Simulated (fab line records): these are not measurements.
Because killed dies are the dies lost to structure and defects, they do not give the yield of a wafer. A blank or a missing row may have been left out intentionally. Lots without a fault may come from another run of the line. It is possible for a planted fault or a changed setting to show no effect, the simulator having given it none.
Which tool did it? / flow gf180mcu / 24 lots with 72 wafers sampled at 6 steps, on a route of 602 steps

## WHAT EACH GAUGE READ, for each wafer
GF_CONTACT_THK_MEAS_03. Usual: CONTACT_CVD_02_THK 857 nm, standard deviation 9.9.
lot=L074; measured=day 15 04:39; on=film metro-02; CONTACT_CVD_02_THK (nm)=856 864 871; flag=
lot=L075; measured=day 15 14:05; on=film metro-04; CONTACT_CVD_02_THK (nm)=847 848 867; flag=
lot=L076; measured=day 15 22:13; on=film metro-01; CONTACT_CVD_02_THK (nm)=852 863 863; flag=
lot=L077; measured=day 16 05:57; on=film metro-04; CONTACT_CVD_02_THK (nm)=852 861 867; flag=
lot=L078; measured=day 16 18:05; on=film metro-04; CONTACT_CVD_02_THK (nm)=854 878 862; flag=
lot=L079; measured=day 16 23:05; on=film metro-02; CONTACT_CVD_02_THK (nm)=855 871 862; flag=
lot=L080; measured=day 17 09:03; on=film metro-02; CONTACT_CVD_02_THK (nm)=853 845 873; flag=
lot=L081; measured=day 17 19:14; on=film metro-04; CONTACT_CVD_02_THK (nm)=854 872 866; flag=
lot=L082; measured=day 18 02:46; on=film metro-02; CONTACT_CVD_02_THK (nm)=836 855 860; flag=
lot=L083; measured=day 18 10:35; on=film metro-02; CONTACT_CVD_02_THK (nm)=837 859 852; flag=
lot=L084; measured=day 19 01:48; on=film metro-01; CONTACT_CVD_02_THK (nm)=851 853 868; flag=
lot=L085; measured=day 19 07:18; on=film metro-04; CONTACT_CVD_02_THK (nm)=862 852 862; flag=
lot=L086; measured=day 19 10:23; on=film metro-02; CONTACT_CVD_02_THK (nm)=860 867 865; flag=
lot=L087; measured=day 19 17:25; on=film metro-04; CONTACT_CVD_02_THK (nm)=855 869 861; flag=
lot=L088; measured=day 20 06:33; on=film metro-01; CONTACT_CVD_02_THK (nm)=846 841 861; flag=
lot=L089; measured=day 20 14:52; on=film metro-04; CONTACT_CVD_02_THK (nm)=847 866 852; flag=
lot=L090; measured=day 21 06:25; on=film metro-02; CONTACT_CVD_02_THK (nm)=854 853 865; flag=
lot=L091; measured=day 21 22:40; on=film metro-02; CONTACT_CVD_02_THK (nm)=850 861 865; flag=
lot=L092; measured=day 22 13:18; on=film metro-02; CONTACT_CVD_02_THK (nm)=837 865 852; flag=
lot=L094; measured=day 22 16:53; on=film metro-04; CONTACT_CVD_02_THK (nm)=837 831 857; flag=
lot=L093; measured=day 22 17:49; on=film metro-04; CONTACT_CVD_02_THK (nm)=839 848 860; flag=
lot=L095; measured=day 22 21:22; on=film metro-01; CONTACT_CVD_02_THK (nm)=847 862 871; flag=
lot=L096; measured=day 23 10:58; on=film metro-04; CONTACT_CVD_02_THK (nm)=847 855 855; flag=
lot=L097; measured=day 23 14:01; on=film metro-04; CONTACT_CVD_02_THK (nm)=861 863 867; flag=

GF_M1_CD_MEAS_14 targets a cd of 230 nm. Usual: 229.9 nm for cd nm, sd 1.2.
lot=L074; measured=day 17 03:38; on=cd sem-02; cd nm (nm)=231.3 231.5 230.5; flag=
lot=L075; measured=day 17 13:37; on=cd sem-02; cd nm (nm)=230.6 230.0 229.9; flag=
lot=L076; measured=day 17 22:04; on=cd sem-01; cd nm (nm)=232.3 231.4 230.0; flag=
lot=L077; measured=day 18 05:40; on=cd sem-02; cd nm (nm)=229.4 229.9 229.2; flag=
lot=L078; measured=day 18 19:18; on=cd sem-01; cd nm (nm)=228.9 230.7 230.8; flag=
lot=L079; measured=day 19 00:18; on=cd sem-02; cd nm (nm)=231.2 230.3 231.2; flag=
lot=L080; measured=day 19 10:01; on=cd sem-02; cd nm (nm)=229.6 229.7 231.3; flag=
lot=L081; measured=day 19 22:50; on=cd sem-01; cd nm (nm)=227.9 228.5 228.4; flag=
lot=L082; measured=day 20 05:18; on=cd sem-02; cd nm (nm)=227.9 227.4 228.7; flag=
lot=L083; measured=day 20 13:22; on=cd sem-02; cd nm (nm)=232.0 231.9 231.9; flag=
lot=L084; measured=day 21 05:17; on=cd sem-01; cd nm (nm)=231.0 231.7 231.7; flag=
lot=L085; measured=day 21 10:02; on=cd sem-01; cd nm (nm)=229.8 227.7 227.4; flag=
lot=L086; measured=day 21 13:02; on=cd sem-01; cd nm (nm)=228.7 227.9 228.7; flag=
lot=L087; measured=day 21 19:19; on=cd sem-01; cd nm (nm)=229.3 230.9 229.4; flag=
lot=L088; measured=day 22 08:40; on=cd sem-01; cd nm (nm)=230.5 230.1 229.6; flag=
lot=L089; measured=day 22 16:08; on=cd sem-01; cd nm (nm)=229.9 229.5 230.3; flag=
lot=L090; measured=day 23 07:46; on=cd sem-02; cd nm (nm)=229.0 228.2 228.7; flag=
lot=L091; measured=day 23 23:38; on=cd sem-02; cd nm (nm)=231.4 231.0 230.7; flag=
lot=L092; measured=day 24 12:43; on=cd sem-01; cd nm (nm)=229.3 229.2 229.6; flag=
lot=L094; measured=day 24 16:29; on=cd sem-01; cd nm (nm)=228.0 228.9 227.9; flag=
lot=L093; measured=day 24 16:50; on=cd sem-02; cd nm (nm)=229.3 230.0 230.7; flag=
lot=L095; measured=day 24 19:48; on=cd sem-01; cd nm (nm)=229.1 231.6 230.8; flag=
lot=L096; measured=day 25 09:58; on=cd sem-01; cd nm (nm)=230.6 229.6 230.2; flag=
lot=L097; measured=day 25 13:10; on=cd sem-02; cd nm (nm)=231.0 229.8 231.0; flag=

GF_V2_OVL_MEAS_15. Usual: V2_OVL 0 nm, standard deviation 5.2.
lot=L074; measured=day 20 08:41; on=overlay-01; V2_OVL (nm)=-2 -2 -2; flag=
lot=L075; measured=day 20 18:32; on=overlay-01; V2_OVL (nm)=-10 -7 -6; flag=
lot=L076; measured=day 21 06:25; on=overlay-01; V2_OVL (nm)=-4 1 3; flag=
lot=L077; measured=day 21 10:46; on=overlay-01; V2_OVL (nm)=-3 -9 -5; flag=
lot=L078; measured=day 22 01:26; on=overlay-02; V2_OVL (nm)=1 2 0; flag=
lot=L079; measured=day 22 05:52; on=overlay-02; V2_OVL (nm)=1 -2 -1; flag=
lot=L080; measured=day 22 15:43; on=overlay-02; V2_OVL (nm)=-3 -5 -6; flag=
lot=L081; measured=day 23 03:01; on=overlay-01; V2_OVL (nm)=-1 -4 -6; flag=
lot=L082; measured=day 23 08:50; on=overlay-02; V2_OVL (nm)=1 7 7; flag=
lot=L083; measured=day 23 17:22; on=overlay-02; V2_OVL (nm)=0 -3 -2; flag=
lot=L084; measured=day 24 07:38; on=overlay-01; V2_OVL (nm)=-3 -3 -1; flag=
lot=L085; measured=day 24 11:38; on=overlay-01; V2_OVL (nm)=-3 -7 -1; flag=
lot=L086; measured=day 24 14:37; on=overlay-01; V2_OVL (nm)=-4 -1 2; flag=
lot=L087; measured=day 24 20:40; on=overlay-02; V2_OVL (nm)=2 2 -6; flag=
lot=L088; measured=day 25 09:05; on=overlay-01; V2_OVL (nm)=1 -1 1; flag=
lot=L089; measured=day 25 16:43; on=overlay-01; V2_OVL (nm)=-3 4 -3; flag=
lot=L090; measured=day 26 06:25; on=overlay-02; V2_OVL (nm)=-10 -5 -1; flag=
lot=L091; measured=day 26 20:19; on=overlay-01; V2_OVL (nm)=-6 3 -9; flag=
lot=L092; measured=day 27 09:44; on=overlay-01; V2_OVL (nm)=4 17 8; flag=
lot=L094; measured=day 27 12:31; on=overlay-02; V2_OVL (nm)=9 5 -1; flag=
lot=L093; measured=day 27 13:23; on=overlay-01; V2_OVL (nm)=2 6 6; flag=
lot=L095; measured=day 27 15:01; on=overlay-02; V2_OVL (nm)=11 5 9; flag=
lot=L096; measured=day 28 05:43; on=overlay-01; V2_OVL (nm)=-3 4 -1; flag=
lot=L097; measured=day 28 08:49; on=overlay-01; V2_OVL (nm)=2 -4 3; flag=

GF_V3_BOW_MEAS_05. Usual: V3_BOW 116 um, standard deviation 8.5.
lot=L074; measured=day 21 11:55; on=film metro-01; V3_BOW (um)=114 126 110; flag=
lot=L075; measured=day 21 21:41; on=film metro-01; V3_BOW (um)=102 96 122; flag=
lot=L076; measured=day 22 09:22; on=film metro-03; V3_BOW (um)=120 120 125; flag=
lot=L077; measured=day 22 13:48; on=film metro-01; V3_BOW (um)=108 119 122; flag=
lot=L078; measured=day 23 03:58; on=film metro-03; V3_BOW (um)=112 120 119; flag=
lot=L079; measured=day 23 08:06; on=film metro-01; V3_BOW (um)=111 101 109; flag=
lot=L080; measured=day 23 17:29; on=film metro-03; V3_BOW (um)=118 129 118; flag=
lot=L081; measured=day 24 05:18; on=film metro-04; V3_BOW (um)=101 113 106; flag=
lot=L082; measured=day 24 10:32; on=film metro-03; V3_BOW (um)=126 133 114; flag=
lot=L083; measured=day 24 18:30; on=film metro-01; V3_BOW (um)=113 104 98; flag=
lot=L084; measured=day 25 08:54; on=film metro-04; V3_BOW (um)=101 109 103; flag=
lot=L085; measured=day 25 12:37; on=film metro-01; V3_BOW (um)=114 112 110; flag=
lot=L086; measured=day 25 15:30; on=film metro-01; V3_BOW (um)=106 118 128; flag=
lot=L087; measured=day 25 21:07; on=film metro-04; V3_BOW (um)=107 123 120; flag=
lot=L088; measured=day 26 10:09; on=film metro-03; V3_BOW (um)=121 120 109; flag=
lot=L089; measured=day 26 17:26; on=film metro-03; V3_BOW (um)=117 107 116; flag=
lot=L090; measured=day 27 06:13; on=film metro-03; V3_BOW (um)=114 123 111; flag=
lot=L091; measured=day 27 19:05; on=film metro-04; V3_BOW (um)=125 107 125; flag=
lot=L092; measured=day 28 08:32; on=film metro-03; V3_BOW (um)=133 110 116; flag=
lot=L094; measured=day 28 11:43; on=film metro-01; V3_BOW (um)=121 120 120; flag=
lot=L093; measured=day 28 12:24; on=film metro-03; V3_BOW (um)=135 136 124; flag=
lot=L095; measured=day 28 14:11; on=film metro-04; V3_BOW (um)=128 113 133; flag=
lot=L096; measured=day 29 04:08; on=film metro-03; V3_BOW (um)=119 116 123; flag=
lot=L097; measured=day 29 07:50; on=film metro-03; V3_BOW (um)=111 104 101; flag=

## WHICH TOOL RAN EACH LOT (tool, then ch and the chambers of the sampled wafers, then the start)
lot=L074; GF_V1_CMP_26=cmp-01 ch 1,2, day 18 05:46; GF_V2_ETCH_17=rie diel-04 ch 0,1, day 21 11:55 or earlier
lot=L075; GF_V1_CMP_26=cmp-02 ch 0,2,3, day 18 16:17; GF_V2_ETCH_17=rie diel-03 ch 0,1,2, day 21 21:41 or earlier
lot=L076; GF_V1_CMP_26=cmp-01 ch 0,1,2, day 19 00:36; GF_V2_ETCH_17=rie diel-02 ch 0,3, day 22 09:22 or earlier
lot=L077; GF_V1_CMP_26=cmp-02 ch 0,2,3, day 19 08:41; GF_V2_ETCH_17=rie diel-02 ch 1,3, day 22 13:48 or earlier
lot=L078; GF_V1_CMP_26=cmp-02 ch 0,1,2, day 19 23:05; GF_V2_ETCH_17=rie diel-04 ch 0,1,2, day 23 03:58 or earlier
lot=L079; GF_V1_CMP_26=cmp-02 ch 0,1,2, day 20 03:33; GF_V2_ETCH_17=rie diel-02 ch 0,1,3, day 23 08:06 or earlier
lot=L080; GF_V1_CMP_26=cmp-01 ch 1,2,3, day 20 13:36; GF_V2_ETCH_17=rie diel-02 ch 0,2,3, day 23 17:29 or earlier
lot=L081; GF_V1_CMP_26=cmp-01 ch 2,3, day 21 01:42; GF_V2_ETCH_17=rie diel-02 ch 0,3, day 24 05:18 or earlier
lot=L082; GF_V1_CMP_26=cmp-01 ch 0,2,3, day 21 08:37; GF_V2_ETCH_17=rie diel-03 ch 0,2,3, day 24 10:32 or earlier
lot=L083; GF_V1_CMP_26=cmp-01 ch 0,1,3, day 21 16:22; GF_V2_ETCH_17=rie diel-03 ch 0,1,2, day 24 18:30 or earlier
lot=L084; GF_V1_CMP_26=cmp-01 ch 1,2,3, day 22 07:40; GF_V2_ETCH_17=rie diel-04 ch 0,1,3, day 25 08:54 or earlier
lot=L085; GF_V1_CMP_26=cmp-02 ch 1,3, day 22 12:50; GF_V2_ETCH_17=rie diel-02 ch 1,2,3, day 25 12:37 or earlier
lot=L086; GF_V1_CMP_26=cmp-02 ch 1,2,3, day 22 15:07; GF_V2_ETCH_17=rie diel-04 ch 0,3, day 25 15:30 or earlier
lot=L087; GF_V1_CMP_26=cmp-01 ch 0,1, day 22 21:28; GF_V2_ETCH_17=rie diel-04 ch 0,1,2, day 25 21:07 or earlier
lot=L088; GF_V1_CMP_26=cmp-01 ch 0,2,3, day 23 10:25; GF_V2_ETCH_17=rie diel-02 ch 0,1, day 26 10:09 or earlier
lot=L089; GF_V1_CMP_26=cmp-02 ch 2,3, day 23 17:43; GF_V2_ETCH_17=rie diel-02 ch 0,2,3, day 26 17:26 or earlier
lot=L090; GF_V1_CMP_26=cmp-01 ch 0,1,2, day 24 08:16; GF_V2_ETCH_17=rie diel-03 ch 2,3, day 27 06:13 or earlier
lot=L091; GF_V1_CMP_26=cmp-02 ch 2,3, day 24 23:57; GF_V2_ETCH_17=rie diel-03 ch 0,1,2, day 27 19:05 or earlier
lot=L092; GF_V1_CMP_26=cmp-01 ch 0,2, day 25 12:51; GF_V2_ETCH_17=rie diel-02 ch 0,1,3, day 28 08:32 or earlier
lot=L094; GF_V1_CMP_26=cmp-02 ch 0,1,2, day 25 16:49; GF_V2_ETCH_17=rie diel-02 ch 0,2,3, day 28 11:43 or earlier
lot=L093; GF_V1_CMP_26=cmp-01 ch 0,1,3, day 25 17:27; GF_V2_ETCH_17=rie diel-03 ch 0,2,3, day 28 12:24 or earlier
lot=L095; GF_V1_CMP_26=cmp-01 ch 2,3, day 25 19:35; GF_V2_ETCH_17=rie diel-02 ch 2,3, day 28 14:11 or earlier
lot=L096; GF_V1_CMP_26=cmp-02 ch 1,2, day 26 10:17; GF_V2_ETCH_17=rie diel-02 ch 0,2,3, day 29 04:08 or earlier
lot=L097; GF_V1_CMP_26=cmp-02 ch 0,3, day 26 13:34; GF_V2_ETCH_17=rie diel-03 ch 1,2,3, day 29 07:50 or earlier
- GF_V1_CMP_26: polishes, stops on SiO2, t overpolish 15 s, target thk 0 nm.
- GF_V2_ETCH_17: etches SiO2 in C4F8/O2/Ar, stops on TiN, target depth 630 nm.

## WHAT THE TOOLS THEMSELVES READ (means of the sampled wafers that have a number; where no wafer has one, the mark that the record gives instead)
GF_V1_CMP_26. Usual: motor current A 11.1 A, standard deviation 0.98; overpolish run s 15.001 s, standard deviation 0.0088; retaining ring pressure frac 1.001, standard deviation 0.0049; time to endpoint s 85 s, standard deviation 3.2.
lot=L074; tool=cmp-01; motor current A (A)=11.4; overpolish run s (s)=14.988; retaining ring pressure frac=1.001; time to endpoint s (s)=83; flag=
lot=L075; tool=cmp-02; motor current A (A)=11.5; overpolish run s (s)=15.000; retaining ring pressure frac=1.002; time to endpoint s (s)=84; flag=
lot=L076; tool=cmp-01; motor current A (A)=11.3; overpolish run s (s)=14.998; retaining ring pressure frac=0.998; time to endpoint s (s)=87; flag=
lot=L077; tool=cmp-02; motor current A (A)=11.2; overpolish run s (s)=15.004; retaining ring pressure frac=1.001; time to endpoint s (s)=83; flag=
lot=L078; tool=cmp-02; motor current A (A)=11.2; overpolish run s (s)=14.999; retaining ring pressure frac=1.000; time to endpoint s (s)=88; flag=
lot=L079; tool=cmp-02; motor current A (A)=11.3; overpolish run s (s)=14.998; retaining ring pressure frac=0.998; time to endpoint s (s)=83; flag=
lot=L080; tool=cmp-01; motor current A (A)=11.4; overpolish run s (s)=14.999; retaining ring pressure frac=1.000; time to endpoint s (s)=87; flag=
lot=L081; tool=cmp-01; motor current A (A)=11.1; overpolish run s (s)=15.000; retaining ring pressure frac=0.997; time to endpoint s (s)=87; flag=
lot=L082; tool=cmp-01; motor current A (A)=11.2; overpolish run s (s)=15.005; retaining ring pressure frac=1.002; time to endpoint s (s)=85; flag=
lot=L083; tool=cmp-01; motor current A (A)=10.6; overpolish run s (s)=15.001; retaining ring pressure frac=1.002; time to endpoint s (s)=87; flag=
lot=L084; tool=cmp-01; motor current A (A)=11.2; overpolish run s (s)=15.013; retaining ring pressure frac=1.000; time to endpoint s (s)=82; flag=
lot=L085; tool=cmp-02; motor current A (A)=11.0; overpolish run s (s)=14.998; retaining ring pressure frac=0.998; time to endpoint s (s)=81; flag=
lot=L086; tool=cmp-02; motor current A (A)=10.7; overpolish run s (s)=14.993; retaining ring pressure frac=1.001; time to endpoint s (s)=85; flag=
lot=L087; tool=cmp-01; motor current A (A)=10.6; overpolish run s (s)=15.004; retaining ring pressure frac=0.997; time to endpoint s (s)=84; flag=
lot=L088; tool=cmp-01; motor current A (A)=11.1; overpolish run s (s)=15.002; retaining ring pressure frac=1.003; time to endpoint s (s)=84; flag=
lot=L089; tool=cmp-02; motor current A (A)=11.0; overpolish run s (s)=14.997; retaining ring pressure frac=1.002; time to endpoint s (s)=86; flag=
lot=L090; tool=cmp-01; motor current A (A)=11.3; overpolish run s (s)=14.991; retaining ring pressure frac=0.997; time to endpoint s (s)=80; flag=
lot=L091; tool=cmp-02; motor current A (A)=10.7; overpolish run s (s)=15.008; retaining ring pressure frac=0.994; time to endpoint s (s)=89; flag=
lot=L092; tool=cmp-01; motor current A (A)=11.2; overpolish run s (s)=14.996; retaining ring pressure frac=0.994; time to endpoint s (s)=87; flag=
lot=L094; tool=cmp-02; motor current A (A)=11.6; overpolish run s (s)=14.999; retaining ring pressure frac=1.008; time to endpoint s (s)=90; flag=
lot=L093; tool=cmp-01; motor current A (A)=10.6; overpolish run s (s)=15.009; retaining ring pressure frac=1.001; time to endpoint s (s)=85; flag=
lot=L095; tool=cmp-01; motor current A (A)=12.0; overpolish run s (s)=15.008; retaining ring pressure frac=1.002; time to endpoint s (s)=85; flag=
lot=L096; tool=cmp-02; motor current A (A)=10.6; overpolish run s (s)=15.000; retaining ring pressure frac=1.007; time to endpoint s (s)=87; flag=
lot=L097; tool=cmp-02; motor current A (A)=12.1; overpolish run s (s)=15.002; retaining ring pressure frac=1.006; time to endpoint s (s)=84; flag=

GF_V2_ETCH_17. Usual: oes product au 0.856 a.u., standard deviation 0.0043; rf fwd power W 1493 W, standard deviation 4.6.
lot=L074; tool=rie diel-04; oes product au (a.u.)=0.855; rf fwd power W (W)=1491; flag=
lot=L075; tool=rie diel-03; oes product au (a.u.)=0.857; rf fwd power W (W)=1497; flag=
lot=L076; tool=rie diel-02; oes product au (a.u.)=0.855; rf fwd power W (W)=1492; flag=
lot=L077; tool=rie diel-02; oes product au (a.u.)=0.853; rf fwd power W (W)=1491; flag=
lot=L078; tool=rie diel-04; oes product au (a.u.)=0.847; rf fwd power W (W)=1494; flag=
lot=L079; tool=rie diel-02; oes product au (a.u.)=0.853; rf fwd power W (W)=1496; flag=
lot=L080; tool=rie diel-02; oes product au (a.u.)=0.859; rf fwd power W (W)=1492; flag=
lot=L081; tool=rie diel-02; oes product au (a.u.)=0.856; rf fwd power W (W)=1488; flag=
lot=L082; tool=rie diel-03; oes product au (a.u.)=0.855; rf fwd power W (W)=1493; flag=
lot=L083; tool=rie diel-03; oes product au (a.u.)=0.853; rf fwd power W (W)=1494; flag=
lot=L084; tool=rie diel-04; oes product au (a.u.)=0.854; rf fwd power W (W)=1490; flag=
lot=L085; tool=rie diel-02; oes product au (a.u.)=0.854; rf fwd power W (W)=1497; flag=
lot=L086; tool=rie diel-04; oes product au (a.u.)=0.854; rf fwd power W (W)=1488; flag=
lot=L087; tool=rie diel-04; oes product au (a.u.)=0.856; rf fwd power W (W)=1495; flag=
lot=L088; tool=rie diel-02; oes product au (a.u.)=0.857; rf fwd power W (W)=1492; flag=
lot=L089; tool=rie diel-02; oes product au (a.u.)=0.859; rf fwd power W (W)=1492; flag=
lot=L090; tool=rie diel-03; oes product au (a.u.)=0.859; rf fwd power W (W)=1496; flag=
lot=L091; tool=rie diel-03; oes product au (a.u.)=0.859; rf fwd power W (W)=1495; flag=
lot=L092; tool=rie diel-02; oes product au (a.u.)=0.854; rf fwd power W (W)=1492; flag=
lot=L094; tool=rie diel-02; oes product au (a.u.)=0.856; rf fwd power W (W)=1494; flag=
lot=L093; tool=rie diel-03; oes product au (a.u.)=0.857; rf fwd power W (W)=1492; flag=
lot=L095; tool=rie diel-02; oes product au (a.u.)=0.857; rf fwd power W (W)=1500; flag=
lot=L096; tool=rie diel-02; oes product au (a.u.)=0.858; rf fwd power W (W)=1493; flag=
lot=L097; tool=rie diel-03; oes product au (a.u.)=0.855; rf fwd power W (W)=1492; flag=

## THE ANSWER, worked out from the rows above alone
Rule: a lot is off if the mean of its wafers that have a number lies more than 3 standard deviations from the usual mean. Also off: a lot with no number at a reading for which 4 or more lots have one. Any other lot the step has rows for is counted as sound. After the gauges, taken in route order, come the tools' own readings; for these a lot's mean is taken, as printed above. The first step at which some lot is off is used, and at that step the reading that is off furthest; a lot without a number counts as furthest.
None of the lots is off at any reading shown; this tells nothing.

## WHAT WAS PUT IN BY THE SIMULATOR
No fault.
